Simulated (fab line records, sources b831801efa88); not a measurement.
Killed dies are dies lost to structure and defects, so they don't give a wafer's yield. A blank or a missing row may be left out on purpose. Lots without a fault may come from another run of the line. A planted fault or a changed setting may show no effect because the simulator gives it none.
Problem report in the 8D (eight disciplines) form, filled by code | flow sky130 | the parts of the form that need people (team, actions taken, sign-off) are left out

1. THE PROBLEM
CONTACT_W_RS at SKY_CONTACT_RS_MEAS_25 reads a mean of 0.315 ohm/sq on 3 wafers of 2 lots; wafers without a fault read 0.337 ohm/sq with a standard deviation of 0.0045. That is -4.8 standard deviations from the usual mean.
The step: measures by four-point-probe.
First seen on wafer L489.3, day 34 05:11, on film_metro-01. The record holds 34 wafers of 12 lots with a number at this step. Rule for "out", or "out of limits": more than 4 standard deviations from the usual mean. The other wafers with a number count as sound.

2. WHAT IT IS AND WHAT IT IS NOT
question                    | is                           | is not
which readings at this step | CONTACT_W_RS                 | -
which lots                  | L489, L490                   | L482, L483, L485, L487, L499, L501, L502, L503, L504, L505
which wafers of those lots  | L489.3, L489.6, L490.6       | L490.5
read on which gauges        | film_metro-01, film_metro-03 | film_metro-02
when                        | from day 34 05:11            | up to then (12 sound wafers); but 19 sound wafers of L490, L499, L501, L502, L503, L504, L505 came after

3. SUSPECTS, AND WHAT RULES EACH OUT
Counting: a tool at a process step up to the reading stays a suspect if it ran every lot that is out. Sound lots after the first of them don't rule it out here, since some wafers of a struck lot are sound.
- the gauge at SKY_CONTACT_RS_MEAS_25: ruled out. The wafers that are out were read on 2 gauges (film_metro-01, film_metro-03).
- cvd_w-02 at SKY_CONTACT_CVD_24 (deposits W, target thk 340 nm, time 102.12 s): kept. It ran every lot that is out, first L489 (day 34 05:04); its last sound lot up to then is L485 (day 33 01:26).
Left after counting: cvd_w-02 at SKY_CONTACT_CVD_24.

4. THE CAUSE (what the simulator had put in)
Process parameter drift: cvd_w-02, from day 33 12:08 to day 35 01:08, at SKY_CONTACT_CVD_24. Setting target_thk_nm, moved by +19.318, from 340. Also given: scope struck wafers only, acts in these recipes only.
Counting left only this tool.

5. THE CHAIN OF EFFECTS, in route order
Each row: a reading whose mean over the struck wafers that have a number lies more than 3 standard deviations from the usual. Only readings for which the record gives a usual standard deviation are gone through. hours: the time from each lot's start at the first step in this table that gives one to its start at this step, as a median over the lots. sigmas: the change in usual standard deviations.
hours | step                    | reading       | usual        | on struck wafers | change | sigmas
0     | SKY_CONTACT_RS_MEAS_25  | CONTACT_W_RS  | 0.337 ohm/sq | 0.315            | -0.022 | -4.8
0     | SKY_CONTACT_THK_MEAS_26 | CONTACT_W_THK | 338 nm       | 360              | +22    | +4.3

6. WHAT WOULD HAVE CAUGHT IT SOONER
In this record the first reading out of limits at a measuring or inspecting step was taken at day 34 05:11, 17 hours after the fault began at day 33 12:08.
Of the tool readings at SKY_CONTACT_CVD_24 for which the record gives a usual standard deviation, none was out on any struck wafer, so an alarm limit of 4 standard deviations on them would not have fired.
Of the lots that are out (2), L490 began SKY_CONTACT_CVD_24 on cvd_w-02 after day 34 05:11. A hold on the tool at that time would have spared it.
